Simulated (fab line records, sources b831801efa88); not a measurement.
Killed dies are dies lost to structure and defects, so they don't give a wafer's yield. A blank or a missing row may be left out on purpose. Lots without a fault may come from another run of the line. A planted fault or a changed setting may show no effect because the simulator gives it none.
fab line records | flow sky130
record lots=7 wafers=21 last_day=50
route steps=708 shown VT_ADJUST_HVTP@93 VT_ADJUST_LVTN@97 PAD_OPEN@708
lots that met no fault: from a run of the same line without faults
start_h: hours from the record's first day to the start of the lot's first wafer shown | wait_h: hours since the lot's step before | " the same as in the row above | L1.1+2: a row that stands for several wafers | - no value, or no start given | * or withheld: withheld | < > ~ a bound
route shown NAME@n: a module of which the file shows steps, and the number in the route of the first | usual: mean/standard deviation of fault-free wafers | same: alike in all rows | chamber/n: place in a boat | sites: the reading at each site | _std_site: their standard deviation | _edge_site: outer sites' mean less inner sites' | radius_mm: how far each site lies from the wafer's centre | mask NAME#n: copy n | behind: the tool/chamber that last shaped the wafer | hold: why the lot was held/for how many hours/how that ended | device: the transistor (n, p or np) that didn't switch | end of line: the same wafers' tests at the end of the route | a step without rows: its recipe alone | killed: dies lost to structure and defects at the first sort, not the wafer's yield | map: a wafer's dies, x killed, . not, _ none there
set.NAME: the setting as run; set.NAME@STEP: as run at that earlier step | model.NAME: the simulator's own value behind a step, which no gauge read
lots at some steps of the route; a table a step, a row a wafer
services: from which hour (start_h, from the record's first day; less than 0 if before it) a tool's chamber was out of use, for how many hours, and why
## steps
# step SKY_VT_ADJUST_HVTP_OVL_MEAS_08
# usual VT_ADJUST_HVTP_OVL=-0.2/1.3
# columns lot.wafer tool chamber start_h wait_h VT_ADJUST_HVTP_OVL[nm]
L373.2 overlay-01 - 148.94 0.1 0.7
L373.3 " - " " -1.9
L373.5 " - " " -1.0
L376.2 overlay-01 - 167.86 0.1 1.6
L376.4 " - " " 2.2
L376.5 " - " " 0.2
L378.1 overlay-02 - 181.60 0.1 -0.6
L378.4 " - " " 0.8
L378.6 " - " " 0.1
L379.3 overlay-02 - 183.16 0.1 -1.2
L379.4 " - " " -1.2
L379.6 " - " " -1.1
L386.1 overlay-02 - 226.25 0.1 -2.2
L386.2 " - " " -0.4
L386.5 " - " " -0.2
L388.3 overlay-02 - 241.96 0.1 -1.7
L388.4 " - " " 0.0
L388.6 " - " " -1.9
L392.1 overlay-02 - 262.85 0.1 1.1
L392.3 " - " " -0.7
L392.6 " - " " -1.1
# step SKY_VT_ADJUST_HVTP_IMPLANT_09
# recipe species=As energy_kev=150 dose_cm2=4.3e+12 tilt_deg=withheld
# step SKY_VT_ADJUST_HVTP_STRIP_10
# recipe chemistry=O2/N2 power_w=1400 pressure_mtorr=1500 platen_temp_c=withheld o2_flow_sccm=3000 n2_flow_sccm=300 overash_fraction=0.5
# usual drypump_motor_current_A=5.6/0.61 oes_product_au=0.715/0.0045 strip_time_to_endpoint_s=14.16/0.038
# columns lot.wafer tool chamber start_h wait_h drypump_motor_current_A oes_product_au rf_hours_counter_h strip_time_to_endpoint_s
L373.2 plasma_asher-03 0 149.12 0.1 5.8 0.711 35 14.15
L373.3 " 0 " " 5.8 0.715 - 14.13
L373.5 " 1 " " 5.3 0.714 - 14.18
L376.2 plasma_asher-04 1 168.04 0.1 4.7 0.713 48 14.14
L376.4 " 0 " " 6.5 0.716 - 14.10
L376.5 " 0 " " 6.5 0.719 - 14.10
L378.1 plasma_asher-02 0 182.40 0.1 6.2 0.721 51 14.13
L378.4 " 1 " " 5.2 0.712 - 14.12
L378.6 " 0 " " 6.2 0.711 - 14.16
L379.3 plasma_asher-02 1 183.37 0.1 5.2 0.713 - 14.19
L379.4 " 0 " " 6.2 0.712 - 14.20
L379.6 " 1 " " 5.2 0.717 - 14.17
L386.1 plasma_asher-03 1 226.43 0.1 5.3 0.724 42 14.11
L386.2 " 0 " " 5.8 0.715 42 14.11
L386.5 " 0 " " 5.8 0.717 - 14.15
L388.3 plasma_asher-02 0 242.17 0.1 6.2 0.711 - 14.24
L388.4 " 1 " " 5.2 0.720 - 14.19
L388.6 " 0 " " 6.2 0.713 - 14.18
L392.1 plasma_asher-04 1 263.04 0.1 4.7 0.709 57 14.16
L392.3 " 0 " " 6.5 0.717 - 14.15
L392.6 " 0 " " 6.5 0.711 - 14.16
# step SKY_VT_ADJUST_HVTP_TW_MEAS_11
# usual VT_ADJUST_HVTP_TW=1373/16
# columns lot.wafer tool chamber start_h wait_h VT_ADJUST_HVTP_TW
L373.2 film_metro-04 - 149.23 0.1 1401
L373.3 " - " " 1392
L373.5 " - " " 1389
L376.2 film_metro-04 - 168.15 0.1 1397
L376.4 " - " " 1401
L376.5 " - " " 1404
L378.1 film_metro-04 - 182.50 0.1 1398
L378.4 " - " " 1399
L378.6 " - " " 1393
L379.3 film_metro-01 - 183.46 0.1 1372
L379.4 " - " " 1373
L379.6 " - " " 1377
L386.1 film_metro-01 - 226.53 0.1 1370
L386.2 " - " " 1375
L386.5 " - " " 1374
L388.3 film_metro-01 - 242.26 0.1 1379
L388.4 " - " " 1376
L388.6 " - " " 1383
L392.1 film_metro-03 - 263.14 0.1 1355
L392.3 " - " " 1348
L392.6 " - " " 1356
# step SKY_VT_ADJUST_LVTN_DEHYDRATE_00
# recipe temp_c=200 time_s=60
# step SKY_VT_ADJUST_LVTN_HMDS_01
# recipe prime_time_s=60 prime_temp_c=120
# step SKY_VT_ADJUST_LVTN_COAT_02
# recipe spin_rpm=2000 resist_thk_nm=3000
# step SKY_VT_ADJUST_LVTN_SOFTBAKE_03
# recipe temp_c=110 time_s=withheld
# step SKY_VT_ADJUST_LVTN_EXPOSE_04
# recipe mask_id=NWM_COMPLEMENT_LESS_NATIVE na=0.6 source_shape=conventional sigma_outer=0.6 polarization=unpolarized target_cd_nm=840 dose_mj=194
# step SKY_VT_ADJUST_LVTN_PEB_05
# recipe temp_c=115 time_s=withheld
# step SKY_VT_ADJUST_LVTN_DEVELOP_06
# recipe wall_angle_deg=90 developer=TMAH develop_time_s=60 dev_temp_c=23
# step SKY_VT_ADJUST_LVTN_OVL_MEAS_07
# usual VT_ADJUST_LVTN_OVL=-0.3/1.2
# columns lot.wafer tool chamber start_h wait_h VT_ADJUST_LVTN_OVL[nm]
L373.2 overlay-02 - 168.84 - -1.1
L373.3 " - " " 0.5
L373.5 " - " " -0.5
L376.2 overlay-01 - 185.69 - 1.4
L376.4 " - " " 0.9
L376.5 " - " " -0.3
L378.1 overlay-02 - 202.32 - 1.4
L378.4 " - " " 1.5
L378.6 " - " " -1.1
L379.3 overlay-02 - 204.64 - 0.2
L379.4 " - " " -0.8
L379.6 " - " " -1.5
L386.1 overlay-02 - 248.58 - 0.0
L386.2 " - " " -0.6
L386.5 " - " " -0.5
L388.3 overlay-02 - 264.58 - 0.2
L388.4 " - " " 0.4
L388.6 " - " " -1.4
L392.1 overlay-01 - 286.28 - -1.7
L392.3 " - " " -1.4
L392.6 " - " " -0.3
# step SKY_VT_ADJUST_LVTN_IMPLANT_08
# recipe species=B energy_kev=30 dose_cm2=1.57e+12 tilt_deg=withheld
# usual beam_energy_keV=30.001/0.0099
# columns lot.wafer tool chamber start_h wait_h beam_energy_keV
L373.2 implanter-03 0 168.89 0.0 29.990
L373.3 " 0 " " 29.978
L373.5 " 0 " " 29.993
L373.2 implanter-03 0 169.21 0.3 30.012
L373.3 " 0 " " 30.003
L373.5 " 0 " " 30.000
L376.2 implanter-04 0 185.74 0.0 30.016
L376.4 " 0 " " 30.001
L376.5 " 0 " " 30.002
L378.1 implanter-04 0 202.35 0.0 30.005
L378.4 " 0 " " 30.018
L378.6 " 0 " " 29.994
L378.1 implanter-04 0 202.67 0.3 30.012
L378.4 " 0 " " 30.005
L378.6 " 0 " " 29.993
L379.3 implanter-03 0 204.71 0.1 30.017
L379.4 " 0 " " 30.008
L379.6 " 0 " " 30.006
L379.3 implanter-03 0 205.28 0.5 30.005
L379.4 " 0 " " 29.998
L379.6 " 0 " " 29.994
L386.1 implanter-04 0 248.61 0.0 29.998
L386.2 " 0 " " 29.997
L386.5 " 0 " " 29.980
L388.3 implanter-04 0 264.65 0.1 29.985
L388.4 " 0 " " 29.999
L388.6 " 0 " " 30.000
L392.1 implanter-01 0 286.31 0.0 29.999
L392.3 " 0 " " 30.008
L392.6 " 0 " " 29.998
# step SKY_VT_ADJUST_LVTN_STRIP_09
# recipe chemistry=O2/N2 power_w=1400 pressure_mtorr=1500 platen_temp_c=withheld o2_flow_sccm=3000 n2_flow_sccm=300 overash_fraction=0.5
# usual drypump_motor_current_A=5.7/0.71 oes_product_au=0.722/0.0044 strip_time_to_endpoint_s=36.91/0.1
# columns lot.wafer tool chamber start_h wait_h drypump_motor_current_A oes_product_au rf_hours_counter_h strip_time_to_endpoint_s
L373.2 plasma_asher-01 1 169.33 0.1 5.4 0.720 3 36.71
L373.3 " 0 " " 6.2 0.727 - 36.76
L373.5 " 0 " " 6.2 0.719 - 36.78
L376.2 plasma_asher-04 1 185.87 0.1 4.7 0.723 50 37.03
L376.4 " 1 " " 4.7 0.725 - 36.91
L376.5 " 1 " " 4.7 0.718 - 36.97
L378.1 plasma_asher-04 1 202.82 0.1 4.7 0.724 51 36.92
L378.4 " 0 " " 6.5 0.726 - 36.83
L378.6 " 1 " " 4.7 0.717 - 36.86
L379.3 plasma_asher-02 0 205.45 0.1 6.3 0.721 - 37.02
L379.4 " 1 " " 5.2 0.721 - 36.97
L379.6 " 1 " " 5.2 0.717 - 37.04
L386.1 plasma_asher-04 1 248.76 0.1 4.7 0.734 56 36.98
L386.2 " 0 " " 6.5 0.719 56 37.00
L386.5 " 0 " " 6.5 0.714 - 36.89
L388.3 plasma_asher-04 0 264.78 0.1 6.5 0.719 - 36.87
L388.4 " 1 " " 4.7 0.725 - 36.84
L388.6 " 1 " " 4.7 0.726 - 36.81
L392.1 plasma_asher-04 0 286.46 0.1 6.5 0.729 60 36.97
L392.3 " 1 " " 4.7 0.726 - 36.84
L392.6 " 1 " " 4.7 0.716 - 36.96
# step SKY_VT_ADJUST_LVTN_TW_MEAS_10
# usual VT_ADJUST_LVTN_TW=244.1/2.5
# columns lot.wafer tool chamber start_h wait_h VT_ADJUST_LVTN_TW
L373.2 film_metro-02 - 169.44 0.1 299.9
L373.3 " - " " 298.8
L373.5 " - " " 299.6
L376.2 film_metro-02 - 185.98 0.1 244.2
L376.4 " - " " 244.8
L376.5 " - " " 244.8
L378.1 film_metro-02 - 202.92 0.1 299.4
L378.4 " - " " 299.9
L378.6 " - " " 298.4
L379.3 film_metro-04 - 205.66 0.2 304.4
L379.4 " - " " 304.0
L379.6 " - " " 303.1
L386.1 film_metro-03 - 248.86 0.1 241.1
L386.2 " - " " 240.1
L386.5 " - " " 241.1
L388.3 film_metro-02 - 264.87 0.1 244.9
L388.4 " - " " 243.9
L388.6 " - " " 243.4
L392.1 film_metro-04 - 286.56 0.1 247.3
L392.3 " - " " 248.7
L392.6 " - " " 248.9
# step SKY_VT_ADJUST_LVTN_DEHYDRATE_11
# recipe temp_c=200 time_s=60
# step SKY_PAD_OPEN_PROBE_99
# columns lot.wafer tool chamber start_h wait_h model.etest.nfet_01v8_lvt.drive_ua_um model.etest.nfet_01v8_turned.drive_ua_um model.etest.nfet_01v8.drive_ua_um model.etest.nfet_01v8_swapped.drive_ua_um model.etest.nfet_01v8_lvt.vt_sat_v model.etest.nfet_01v8_lvt.vt_v model.etest.nfet_01v8.vt_sat_v model.etest.nfet_01v8_turned.vt_sat_v
L373.3 prober-02 - 1097.84 0.2 530 471.7 472.7 472 0.5834 0.6422 0.6784 0.6791
L373.5 prober-02 - 1097.94 0.2 540.4 485.9 479.4 482.2 0.5848 0.6348 0.6757 0.6747
L376.2 prober-01 - 1111.07 0.1 570.2 501.1 499.3 506.6 0.5412 0.6092 0.6468 0.6494
L376.4 prober-01 - 1111.17 0.2 584.6 516.2 507.3 511 0.5196 0.5958 0.6335 0.6378
L376.5 prober-01 - 1111.22 0.2 581.9 514.9 511.9 513.1 0.5287 0.6056 0.6398 0.6416
L378.1 prober-02 - 1139.05 0.1 518.6 455.5 453.9 457 0.5959 0.6562 0.6897 0.6936
L378.4 prober-02 - 1139.20 0.2 496 434.8 432.1 431.9 0.6048 0.6589 0.7039 0.706
L378.6 prober-02 - 1139.30 0.2 520.4 462.3 459.1 466.6 0.5851 0.6431 0.6797 0.6812
L379.3 prober-02 - 1140.80 0.2 538.6 483.1 488.4 483.6 0.5796 0.6417 0.6707 0.6763
L379.4 prober-02 - 1140.85 0.2 552.6 496.1 497.3 495.9 0.5715 0.6324 0.6628 0.6666
L379.6 prober-02 - 1140.95 0.2 554.1 495.7 494.3 491.6 0.5706 0.6311 0.6651 0.6671
L386.1 prober-01 - 1170.23 0.1 583.1 505.1 504 503.1 0.5333 0.6067 0.6437 0.6483
L386.2 prober-01 - 1170.28 0.1 553.5 485.6 485.8 488.3 0.5475 0.6167 0.6561 0.6599
L386.5 prober-01 - 1170.43 0.2 570.3 493.7 493.5 492.7 0.5353 0.6045 0.6526 0.6471
L388.3 prober-02 - 1177.10 0.2 578.6 514.7 512.4 511.4 0.54 0.6096 0.6425 0.6393
L388.4 prober-02 - 1177.15 0.2 579.6 508.4 508.8 506.9 0.534 0.6024 0.6454 0.6419
L388.6 prober-02 - 1177.25 0.2 584.2 513 508.1 512.8 0.532 0.5991 0.6406 0.6472
L392.1 prober-02 - 1191.36 0.1 579.5 505.9 506.1 509.6 0.5318 0.6001 0.6455 0.6473
L392.3 prober-02 - 1191.46 0.2 585.1 507.5 504.2 507.3 0.534 0.6042 0.6428 0.6442
L392.6 prober-02 - 1191.61 0.2 569.8 503.4 501.9 505.4 0.5387 0.6085 0.6449 0.6465
# killed by level:class
L376.2 CONTACT:geometric_particle:open=12 VIA2:geometric_particle:open=9 VIA3:geometric_particle:open=8 VIA1:geometric_particle:short=7 VIA1:geometric_particle:open=7 CONTACT:geometric_particle:short=6 FIELD_ISO:geometric_particle:short=5 POLY_GATE:geometric_particle:short=5
L376.4 VIA1:geometric_particle:open=10 LI_CONTACT:geometric_particle:open=6 CONTACT:geometric_particle:short=6 CONTACT:geometric_particle:open=5 VIA2:geometric_particle:open=5 VIA1:geometric_particle:short=5 VIA3:geometric_particle:open=4 FIELD_ISO:geometric_particle:short=3
L376.5 VIA1:geometric_particle:open=14 CONTACT:geometric_particle:open=8 LI_CONTACT:geometric_particle:open=6 VIA3:geometric_particle:open=6 VIA1:geometric_particle:short=5 METAL2:geometric_particle:short=5 FIELD_ISO:geometric_particle:short=4 POLY_GATE:geometric_particle:open=4
L378.1 VIA1:geometric_particle:open=16 CONTACT:geometric_particle:open=12 VIA2:geometric_particle:open=7 LI_CONTACT:geometric_particle:open=6 FIELD_ISO:geometric_particle:short=5 FIELD_ISO:geometric_particle:open=5 VIA3:geometric_particle:short=5 VIA1:geometric_particle:short=4
L378.4 FIELD_ISO:geometric_particle:open=10 VIA1:geometric_particle:open=10 CONTACT:geometric_particle:open=9 VIA3:geometric_particle:open=8 VIA2:geometric_particle:open=6 METAL2:geometric_particle:short=6 FIELD_ISO:geometric_particle:short=5 VIA1:geometric_particle:short=5
L378.6 VIA1:geometric_particle:open=14 CONTACT:geometric_particle:open=10 FIELD_ISO:geometric_particle:short=5 VIA2:geometric_particle:open=5 VIA3:geometric_particle:short=5 LI_CONTACT:geometric_particle:open=4 METAL1:geometric_particle:short=4 FIELD_ISO:geometric_particle:open=3
L379.3 VIA2:geometric_particle:open=10 LI_CONTACT:geometric_particle:open=9 VIA1:geometric_particle:open=8 CONTACT:geometric_particle:open=7 METAL1:geometric_particle:short=7 FIELD_ISO:geometric_particle:open=4 POLY_GATE:geometric_particle:short=4 CONTACT:geometric_particle:short=4
L379.4 METAL2:geometric_particle:short=12 FIELD_ISO:geometric_particle:short=6 CONTACT:geometric_particle:open=6 VIA1:geometric_particle:open=6 FIELD_ISO:geometric_particle:open=5 LI_CONTACT:geometric_particle:open=5 VIA2:geometric_particle:open=5 VIA1:geometric_particle:short=5
L379.6 CONTACT:geometric_particle:open=9 VIA1:geometric_particle:open=9 VIA2:geometric_particle:open=7 VIA3:geometric_particle:open=7 VIA2:geometric_particle:short=6 LI_CONTACT:geometric_particle:open=5 VIA1:geometric_particle:short=5 POLY_GATE:geometric_particle:open=4
L386.1 VIA1:geometric_particle:open=12 VIA3:geometric_particle:open=8 LI_CONTACT:geometric_particle:open=6 FIELD_ISO:geometric_particle:open=5 LOCAL_INTERCONNECT:geometric_particle:open=5 FIELD_ISO:geometric_particle:short=4 LOCAL_INTERCONNECT:geometric_particle:short=4 CONTACT:geometric_particle:open=4
L386.2 METAL2:geometric_particle:short=8 CONTACT:geometric_particle:open=6 VIA1:geometric_particle:open=6 VIA1:geometric_particle:short=6 FIELD_ISO:geometric_particle:short=5 LOCAL_INTERCONNECT:geometric_particle:short=5 LI_CONTACT:geometric_particle:short=5 METAL1:geometric_particle:short=5
L386.5 VIA1:geometric_particle:open=15 POLY_GATE:geometric_particle:open=8 LI_CONTACT:geometric_particle:open=8 METAL2:geometric_particle:short=7 METAL1:geometric_particle:short=7 LOCAL_INTERCONNECT:geometric_particle:short=5 CONTACT:geometric_particle:open=5 VIA3:geometric_particle:open=5
L388.3 CONTACT:geometric_particle:open=14 VIA1:geometric_particle:open=8 FIELD_ISO:geometric_particle:short=6 CONTACT:geometric_particle:short=6 LOCAL_INTERCONNECT:geometric_particle:short=5 VIA3:geometric_particle:open=5 LI_CONTACT:geometric_particle:open=4 METAL2:geometric_particle:open=4
L388.4 CONTACT:geometric_particle:open=12 VIA1:geometric_particle:open=7 METAL1:geometric_particle:short=6 VIA3:geometric_particle:open=6 FIELD_ISO:geometric_particle:open=5 LI_CONTACT:geometric_particle:open=5 VIA2:geometric_particle:open=5 METAL3:geometric_particle:short=5
L388.6 VIA2:geometric_particle:open=14 VIA3:geometric_particle:open=8 CONTACT:geometric_particle:open=6 VIA1:geometric_particle:open=5 FIELD_ISO:geometric_particle:open=4 POLY_GATE:geometric_particle:short=4 CONTACT:geometric_particle:short=4 VIA2:geometric_particle:short=4
L392.1 VIA1:geometric_particle:open=13 LOCAL_INTERCONNECT:geometric_particle:short=10 CONTACT:geometric_particle:short=10 CONTACT:geometric_particle:open=8 LI_CONTACT:geometric_particle:open=6 VIA2:geometric_particle:open=6 VIA3:geometric_particle:open=6 METAL1:geometric_particle:short=5
L392.3 VIA1:geometric_particle:open=10 CONTACT:geometric_particle:open=8 POLY_GATE:geometric_particle:open=6 LOCAL_INTERCONNECT:geometric_particle:short=6 VIA2:geometric_particle:open=5 VIA3:geometric_particle:open=5 METAL1:geometric_particle:short=5 FIELD_ISO:geometric_particle:open=4
L392.6 VIA1:geometric_particle:open=14 CONTACT:geometric_particle:open=11 VIA1:geometric_particle:short=8 LI_CONTACT:geometric_particle:open=8 VIA2:geometric_particle:open=7 METAL2:geometric_particle:short=5 METAL1:geometric_particle:short=5 VIA3:geometric_particle:open=5
## services
# columns tool chamber start_h hours kind
plasma_asher-01 - 130.10 14.6 pm
implanter-04 - 143.59 4.5 repair
implanter-01 - 163.83 5.6 repair
implanter-03 - 174.79 1.3 repair
implanter-04 - 179.34 3.0 repair
implanter-03 - 185.83 2.0 repair
plasma_asher-01 - 204.78 7.1 pm
implanter-03 - 210.89 0.8 repair
plasma_asher-04 - 211.23 2.8 repair
plasma_asher-03 - 217.19 3.3 repair
plasma_asher-02 - 228.84 0.3 repair
implanter-04 - 255.73 6.2 pm
implanter-04 - 273.10 14.4 pm
implanter-03 - 273.59 9.3 repair
## key
first_sign step=SKY_VT_ADJUST_LVTN_IMPLANT_08 reading=visit direction=added
effect step=SKY_VT_ADJUST_LVTN_TW_MEAS_10 reading=VT_ADJUST_LVTN_TW direction=up sigmas=23 usual=244.1 struck=300.8
model_effect step=SKY_PAD_OPEN_PROBE_99 value=etest.nfet_01v8_lvt.drive_ua_um without=568.1 struck=531.3
met_at SKY_VT_ADJUST_LVTN_IMPLANT_08
struck_wafers L373.2,L373.3,L373.5,L378.1,L378.4,L378.6,L379.3,L379.4,L379.6
sort_left_out L373.2,L373.3,L373.5
tester_left_out L373,L378,L379
fault kind=repeated_step_whole tool=implanter-01,implanter-03,implanter-04 chamber=- onset_h=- steps=SKY_VT_ADJUST_LVTN_IMPLANT_08 times=1 scope=struck_lots_only
# tester_left_out: of these lots the tester's yield and bins aren't shown, on N5 and GAA mostly nor the transistor test; their killed dies are dies lost to structure and defects alone, not to doping, threshold or leakage, so they don't give the yield
# sort_left_out: the simulated sort isn't trusted on such a fault, so these wafers' sort isn't shown, and their yield isn't known
